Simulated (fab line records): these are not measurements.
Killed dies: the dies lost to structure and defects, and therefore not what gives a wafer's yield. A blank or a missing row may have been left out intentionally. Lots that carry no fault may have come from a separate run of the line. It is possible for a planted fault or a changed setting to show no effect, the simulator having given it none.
Which tool is to blame? :: flow gf180mcu :: 33 wafers from 11 lots sampled at 5 of the route's 602 steps

## WHAT EACH GAUGE READ, for each wafer
GF_HV_LDD_THK_MEAS_57.
lot: L922
measured: day 12 17:09
on: filmMetro-03
HV_LDD_CVD_56_THK (nm): 89.4 89.6 88.9

lot: L929
measured: day 15 05:46
on: filmMetro-03
HV_LDD_CVD_56_THK (nm): 88.3 87.2 83.5 88.4 87.2 83.5

lot: L930
measured: day 15 10:28
on: filmMetro-03
HV_LDD_CVD_56_THK (nm): 89.0 88.9 89.2

lot: L935
measured: day 17 03:05
on: filmMetro-01
HV_LDD_CVD_56_THK (nm): 90.0 90.1 90.1

lot: L936
measured: day 17 11:13
on: filmMetro-03
HV_LDD_CVD_56_THK (nm): 90.3 90.0 90.1

lot: L938
measured: day 18 04:40
on: filmMetro-01
HV_LDD_CVD_56_THK (nm): 90.5 90.2 90.3

lot: L939
measured: day 18 16:02
on: filmMetro-01
HV_LDD_CVD_56_THK (nm): 88.6 88.7 88.3

lot: L941
measured: day 19 02:37
on: filmMetro-03
HV_LDD_CVD_56_THK (nm): 89.6 88.7 89.4

lot: L942
measured: day 19 16:28
on: filmMetro-03
HV_LDD_CVD_56_THK (nm): 89.6 89.2 90.2

lot: L943
measured: day 19 17:26
on: filmMetro-04
HV_LDD_CVD_56_THK (nm): 90.7 91.4 90.8

lot: L944
measured: day 20 01:58
on: filmMetro-03
HV_LDD_CVD_56_THK (nm): 90.2 90.6 91.0

GF_CONTACT_CD_MEAS_14: the cd target is 220 nm.
lot: L922
measured: day 16 06:46
on: cdSem-02
cdNm (nm): 220.0 220.6 219.5

lot: L929
measured: day 19 02:21
on: cdSem-01
cdNm (nm): 219.5 216.9 219.0

lot: L930
measured: day 19 08:33
on: cdSem-01
cdNm (nm): 220.6 221.3 220.5

lot: L935
measured: day 21 04:13
on: cdSem-01
cdNm (nm): 218.5 218.1 217.0

lot: L936
measured: day 21 16:48
on: cdSem-02
cdNm (nm): 220.4 220.6 219.7

lot: L938
measured: day 22 06:34
on: cdSem-01
cdNm (nm): 218.0 219.0 219.2

lot: L939
measured: day 22 19:16
on: cdSem-01
cdNm (nm): 219.8 218.8 218.7

lot: L941
measured: day 23 04:36
on: cdSem-02
cdNm (nm): 218.5 218.9 219.7

lot: L942
measured: day 23 17:09
on: cdSem-02
cdNm (nm): 221.5 221.0 221.0

lot: L943
measured: day 23 17:34
on: cdSem-02
cdNm (nm): 220.4 217.4 218.7

lot: L944
measured: day 24 02:14
on: cdSem-02
cdNm (nm): 219.9 220.8 219.9

## WHAT TOOL EACH LOT RAN ON (gives the tool, then ch and the chambers of the sampled wafers, and finally the start)
lot: L922
GF_VT_IMPLANT_SOFTBAKE_36: lithoTrack-04 ch 0, day 7 11:02
GF_HV_LDD_CVD_56: lpcvd-02 ch 1, day 12 15:41
GF_HV_LDD_ETCHBACK_58: rieDiel-02 ch 1,2, day 12 17:11

lot: L929
GF_VT_IMPLANT_SOFTBAKE_36: lithoTrack-02 ch 0, day 9 12:00
GF_HV_LDD_CVD_56: lpcvd-01 ch 1, day 15 04:20
GF_HV_LDD_ETCHBACK_58: rieDiel-02 ch 0,2,3, day 15 12:34

lot: L930
GF_VT_IMPLANT_SOFTBAKE_36: lithoTrack-04 ch 0, day 9 15:34
GF_HV_LDD_CVD_56: lpcvd-02 ch 0, day 15 09:02
GF_HV_LDD_ETCHBACK_58: rieDiel-01 ch 0,2, day 15 10:31

lot: L935
GF_VT_IMPLANT_SOFTBAKE_36: lithoTrack-02 ch 0, day 11 01:37
GF_HV_LDD_CVD_56: lpcvd-02 ch 0, day 17 01:38
GF_HV_LDD_ETCHBACK_58: rieDiel-01 ch 0,1,2, day 17 03:08

lot: L936
GF_VT_IMPLANT_SOFTBAKE_36: lithoTrack-04 ch 0, day 11 07:07
GF_HV_LDD_CVD_56: lpcvd-02 ch 0, day 17 09:47
GF_HV_LDD_ETCHBACK_58: rieDiel-01 ch 0,1,2, day 17 11:17

lot: L938
GF_VT_IMPLANT_SOFTBAKE_36: lithoTrack-03 ch 0, day 11 23:11
GF_HV_LDD_CVD_56: lpcvd-01 ch 1, day 18 03:14
GF_HV_LDD_ETCHBACK_58: rieDiel-01 ch 1,3, day 18 04:43

lot: L939
GF_VT_IMPLANT_SOFTBAKE_36: lithoTrack-02 ch 0, day 12 04:58
GF_HV_LDD_CVD_56: lpcvd-01 ch 1, day 18 14:35
GF_HV_LDD_ETCHBACK_58: rieDiel-01 ch 0,1, day 18 16:05

lot: L941
GF_VT_IMPLANT_SOFTBAKE_36: lithoTrack-04 ch 0, day 12 16:07
GF_HV_LDD_CVD_56: lpcvd-01 ch 0, day 19 01:11
GF_HV_LDD_ETCHBACK_58: rieDiel-02 ch 0,1,2, day 19 02:40

lot: L942
GF_VT_IMPLANT_SOFTBAKE_36: lithoTrack-04 ch 0, day 13 01:16
GF_HV_LDD_CVD_56: lpcvd-01 ch 0, day 19 15:02
GF_HV_LDD_ETCHBACK_58: rieDiel-01 ch 0,2,3, day 19 16:32

lot: L943
GF_VT_IMPLANT_SOFTBAKE_36: lithoTrack-02 ch 0, day 13 05:01
GF_HV_LDD_CVD_56: lpcvd-02 ch 0, day 19 15:59
GF_HV_LDD_ETCHBACK_58: rieDiel-01 ch 1,2,3, day 19 17:29

lot: L944
GF_VT_IMPLANT_SOFTBAKE_36: lithoTrack-03 ch 0, day 13 13:00
GF_HV_LDD_CVD_56: lpcvd-01 ch 0, day 20 00:32
GF_HV_LDD_ETCHBACK_58: rieDiel-01 ch 0,1,2, day 20 02:01
- GF_VT_IMPLANT_SOFTBAKE_36: time 60.86 s.
- GF_HV_LDD_CVD_56: deposits Si3N4 from DCS/NH3, target thk 90 nm, time 1543 s.
- GF_HV_LDD_ETCHBACK_58: etches Si3N4 in CH3F/O2, stops on SiO2, time 100 s, target depth 90 nm.

## AS READ BY THE TOOLS THEMSELVES (means over the sampled wafers that have a number; for cases with no such wafer, the mark the record gives instead)
GF_VT_IMPLANT_SOFTBAKE_36.
lot: L922
tool: lithoTrack-04
plateSensorTCentreC (C): 90.757
plateSensorTEdgeC (C): 90.825

lot: L929
tool: lithoTrack-02
plateSensorTCentreC (C): 90.758
plateSensorTEdgeC (C): 90.829

lot: L930
tool: lithoTrack-04
plateSensorTCentreC (C): 90.757
plateSensorTEdgeC (C): 90.832

lot: L935
tool: lithoTrack-02
plateSensorTCentreC (C): 90.750
plateSensorTEdgeC (C): 90.831

lot: L936
tool: lithoTrack-04
plateSensorTCentreC (C): 90.760
plateSensorTEdgeC (C): 90.821

lot: L938
tool: lithoTrack-03
plateSensorTCentreC (C): 90.760
plateSensorTEdgeC (C): 90.823

lot: L939
tool: lithoTrack-02
plateSensorTCentreC (C): 90.756
plateSensorTEdgeC (C): 90.825

lot: L941
tool: lithoTrack-04
plateSensorTCentreC (C): 90.762
plateSensorTEdgeC (C): 90.825

lot: L942
tool: lithoTrack-04
plateSensorTCentreC (C): 90.757
plateSensorTEdgeC (C): 90.829

lot: L943
tool: lithoTrack-02
plateSensorTCentreC (C): 90.762
plateSensorTEdgeC (C): 90.837

lot: L944
tool: lithoTrack-03
plateSensorTCentreC (C): 90.755
plateSensorTEdgeC (C): 90.822

GF_HV_LDD_CVD_56.
lot: L922
tool: lpcvd-02
spikeTcCentreC (C): 772.5
spikeTcLowerC (C): 769.0
spikeTcUpperC (C): 769.8
zonePowerCentrePct (%): 13.0
zonePowerLowerPct (%): 12.2

lot: L929
tool: lpcvd-01
spikeTcCentreC (C): 748.2
spikeTcLowerC (C): 774.1
spikeTcUpperC (C): 774.4
zonePowerCentrePct (%): 7.3
zonePowerLowerPct (%): 16.0

lot: L930
tool: lpcvd-02
spikeTcCentreC (C): 772.3
spikeTcLowerC (C): 771.9
spikeTcUpperC (C): 769.9
zonePowerCentrePct (%): 14.1
zonePowerLowerPct (%): 10.9

lot: L935
tool: lpcvd-02
spikeTcCentreC (C): 772.9
spikeTcLowerC (C): 770.5
spikeTcUpperC (C): 770.3
zonePowerCentrePct (%): 14.3
zonePowerLowerPct (%): 11.0

lot: L936
tool: lpcvd-02
spikeTcCentreC (C): 771.8
spikeTcLowerC (C): 771.4
spikeTcUpperC (C): 768.6
zonePowerCentrePct (%): 14.2
zonePowerLowerPct (%): 10.9

lot: L938
tool: lpcvd-01
spikeTcCentreC (C): 772.2
spikeTcLowerC (C): 772.8
spikeTcUpperC (C): 772.2
zonePowerCentrePct (%): 12.9
zonePowerLowerPct (%): 12.9

lot: L939
tool: lpcvd-01
spikeTcCentreC (C): 770.7
spikeTcLowerC (C): 771.4
spikeTcUpperC (C): 771.3
zonePowerCentrePct (%): 13.1
zonePowerLowerPct (%): 12.9

lot: L941
tool: lpcvd-01
spikeTcCentreC (C): 771.4
spikeTcLowerC (C): 771.1
spikeTcUpperC (C): 772.4
zonePowerCentrePct (%): 13.6
zonePowerLowerPct (%): 14.1

lot: L942
tool: lpcvd-01
spikeTcCentreC (C): 770.4
spikeTcLowerC (C): 771.1
spikeTcUpperC (C): 772.4
zonePowerCentrePct (%): 13.4
zonePowerLowerPct (%): 14.2

lot: L943
tool: lpcvd-02
spikeTcCentreC (C): 771.1
spikeTcLowerC (C): 771.3
spikeTcUpperC (C): 769.4
zonePowerCentrePct (%): 14.3
zonePowerLowerPct (%): 11.0

lot: L944
tool: lpcvd-01
spikeTcCentreC (C): 771.2
spikeTcLowerC (C): 771.8
spikeTcUpperC (C): 771.7
zonePowerCentrePct (%): 13.4
zonePowerLowerPct (%): 14.2

GF_HV_LDD_ETCHBACK_58.
lot: L922
tool: rieDiel-02
drypumpMotorCurrentA (A): 5.7
oesProductAu (a.u.): 0.843
throttleValvePct (%): 10.543

lot: L929
tool: rieDiel-02
drypumpMotorCurrentA (A): 6.0
oesProductAu (a.u.): 0.825
throttleValvePct (%): 10.566

lot: L930
tool: rieDiel-01
drypumpMotorCurrentA (A): 5.2
oesProductAu (a.u.): 0.837
throttleValvePct (%): 10.560

lot: L935
tool: rieDiel-01
drypumpMotorCurrentA (A): 5.3
oesProductAu (a.u.): 0.843
throttleValvePct (%): 10.551

lot: L936
tool: rieDiel-01
drypumpMotorCurrentA (A): 5.3
oesProductAu (a.u.): 0.843
throttleValvePct (%): 10.560

lot: L938
tool: rieDiel-01
drypumpMotorCurrentA (A): 5.2
oesProductAu (a.u.): 0.843
throttleValvePct (%): 10.559

lot: L939
tool: rieDiel-01
drypumpMotorCurrentA (A): 5.2
oesProductAu (a.u.): 0.834
throttleValvePct (%): 10.561

lot: L941
tool: rieDiel-02
drypumpMotorCurrentA (A): 5.9
oesProductAu (a.u.): 0.844
throttleValvePct (%): 10.564

lot: L942
tool: rieDiel-01
drypumpMotorCurrentA (A): 5.1
oesProductAu (a.u.): 0.840
throttleValvePct (%): 10.562

lot: L943
tool: rieDiel-01
drypumpMotorCurrentA (A): 5.2
oesProductAu (a.u.): 0.844
throttleValvePct (%): 10.573

lot: L944
tool: rieDiel-01
drypumpMotorCurrentA (A): 5.3
oesProductAu (a.u.): 0.846
throttleValvePct (%): 10.562

## THE ANSWER, worked out from the rows above alone
Rule: the lots themselves supply what counts as usual. Put in order of their means at a reading, lots are off if they are a third of the lots or fewer, leave a main group of 4 or more, and stand apart from it by a gap of 3 or more times the standard deviation of the main group's means; of several such gaps the widest counts. A main group whose means are all the same, to the digits that the tables above print for the reading, isn't used. A lot without any number at a reading at which 4 lots or more have one is off too. Where the step has rows for the other lots, those lots are counted as sound. Order of review: gauges by route order, followed by the tools' own readings, for which a lot's mean as printed above is used. At the first step where some lot is off, the reading lying furthest off is the one used; lots without a number count as furthest.
Off: at GF_HV_LDD_THK_MEAS_57 (HV_LDD_CVD_56_THK), L929. For the main group the mean is 89.8 nm and the standard deviation 0.72.
A tool fits if, at a process step before that reading, it ran every lot that is off, and no sound lot after the first of them. The gauges at GF_HV_LDD_THK_MEAS_57 aren't tried: what is off there is off at GF_HV_LDD_CVD_56 too, on other tools, and a gauge's error can't cause that. None of those tried fits.

## WHAT THE SIMULATOR HAD INSERTED
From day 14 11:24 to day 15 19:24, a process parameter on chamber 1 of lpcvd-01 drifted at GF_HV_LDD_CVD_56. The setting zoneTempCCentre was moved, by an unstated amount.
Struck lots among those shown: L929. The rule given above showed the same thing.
